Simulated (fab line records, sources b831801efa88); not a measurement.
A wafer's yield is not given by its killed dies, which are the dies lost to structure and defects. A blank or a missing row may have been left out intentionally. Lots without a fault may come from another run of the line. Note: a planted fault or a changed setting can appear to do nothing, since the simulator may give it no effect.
Split-lot experiment | flow gf180mcu | on a route of 602 steps: 5 lots, 27 wafers read

ABOUT THE SPLIT
At GF_HV_LDD_DEVELOP_45 (develop time 60 s), the setting develop time s was moved away from the recipe's 60 s on 12 of the 27 wafers read, by -23.9% to +31.7%. All remaining wafers had this setting at the recipe value.

The file shows no step between the split and the reading.

THE READING
cd nm at GF_HV_LDD_CD_MEAS_46, given in nm (cd target 400 nm). A value of 400.0 nm with a standard deviation of 2.4 nm is what fault-free wafers of this fab line usually give.

wafer  | tool, chamber at the split | develop time s as run, s | against the recipe | cd nm, nm | against lot-mates on the recipe
L074.1 | litho track-03, 0          | 47.33                    | -21.1%             | 380.3     | -20.4
L074.2 | litho track-03, 0          | 60                       | recipe             | 402.3     | -
L074.3 | litho track-03, 0          | 60                       | recipe             | 400.6     | -
L074.4 | litho track-03, 0          | 47.33                    | -21.1%             | 379.8     | -20.9
L074.5 | litho track-03, 0          | 47.33                    | -21.1%             | 379.5     | -21.2
L074.6 | litho track-03, 0          | 60                       | recipe             | 399.2     | -
L077.1 | litho track-04, 0          | 60                       | recipe             | 399.6     | -
L077.2 | litho track-04, 0          | 79.02                    | +31.7%             | 425.8     | +27.0
L077.3 | litho track-04, 0          | 79.02                    | +31.7%             | 425.0     | +26.2
L077.4 | litho track-04, 0          | 60                       | recipe             | 398.5     | -
L077.5 | litho track-04, 0          | 60                       | recipe             | 398.2     | -
L077.6 | litho track-04, 0          | 79.02                    | +31.7%             | 424.4     | +25.6
L080.1 | litho track-02, 0          | 71.96                    | +19.9%             | 418.9     | +16.3
L080.2 | litho track-02, 0          | 60                       | recipe             | 402.7     | -
L080.3 | litho track-02, 0          | 60                       | recipe             | 405.1     | -
L080.4 | litho track-02, 0          | 71.96                    | +19.9%             | 418.8     | +16.2
L080.5 | litho track-02, 0          | 60                       | recipe             | 400.1     | -
L080.6 | litho track-02, 0          | 71.96                    | +19.9%             | 418.5     | +15.9
L082.1 | litho track-02, 0          | 60                       | recipe             | 399.6     | -
L082.2 | litho track-02, 0          | 45.68                    | -23.9%             | 372.7     | -26.1
L082.3 | litho track-02, 0          | 60                       | recipe             | 398.2     | -
L082.4 | litho track-02, 0          | 45.68                    | -23.9%             | 372.9     | -25.9
L082.5 | litho track-02, 0          | 60                       | recipe             | 398.6     | -
L082.6 | litho track-02, 0          | 45.68                    | -23.9%             | 368.5     | -30.3
L084.2 | litho track-04, 0          | 60                       | recipe             | 402.5     | -
L084.3 | litho track-04, 0          | 60                       | recipe             | 401.2     | -
L084.4 | litho track-04, 0          | 60                       | recipe             | 399.3     | -

FIT RESULTS
A straight line over all 27 wafers: cd nm changes by +0.944 nm for each +1% of develop time s; r = +0.98; the points scatter about the line by 3 nm.
The same after taking each lot's own level away (the mean of its wafers on the recipe; 27 wafers): +0.934 nm for each +1%; r = +0.99; scatter 2.2 nm.
On that fit, the largest move of develop time s shifts the reading by 30 nm.
The span of the lots' own levels, 398.77 to 402.63 nm, comes to 1.6 times the standard deviation stated above.
The two slopes agree, so the slope changes little with the lot-to-lot level.
Check: +28.5 nm against its lot-mates is what the line predicts for one of the wafers moved furthest among these (+31.7%) when that wafer is left out of the fit. Against them it came out at +27 nm.

ADDITIONAL SPLITS CARRIED BY THESE WAFERS
These wafers also went through other splits before the reading. Each is held against what the fit with the lots' levels taken away leaves over:
other split on the same wafers      | wafers away from the commonest value | r with cd nm (lot level and that fit taken away)
GF_STI_WET_ETCH_26 time s           | 18                                   | -0.08
GF_POLY_GATE_OXIDATION_16 ox time s | 6                                    | -0.08

FILE'S OWN FIT
cd nm changes by +0.93 nm for each +1% of develop time s, r = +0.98.
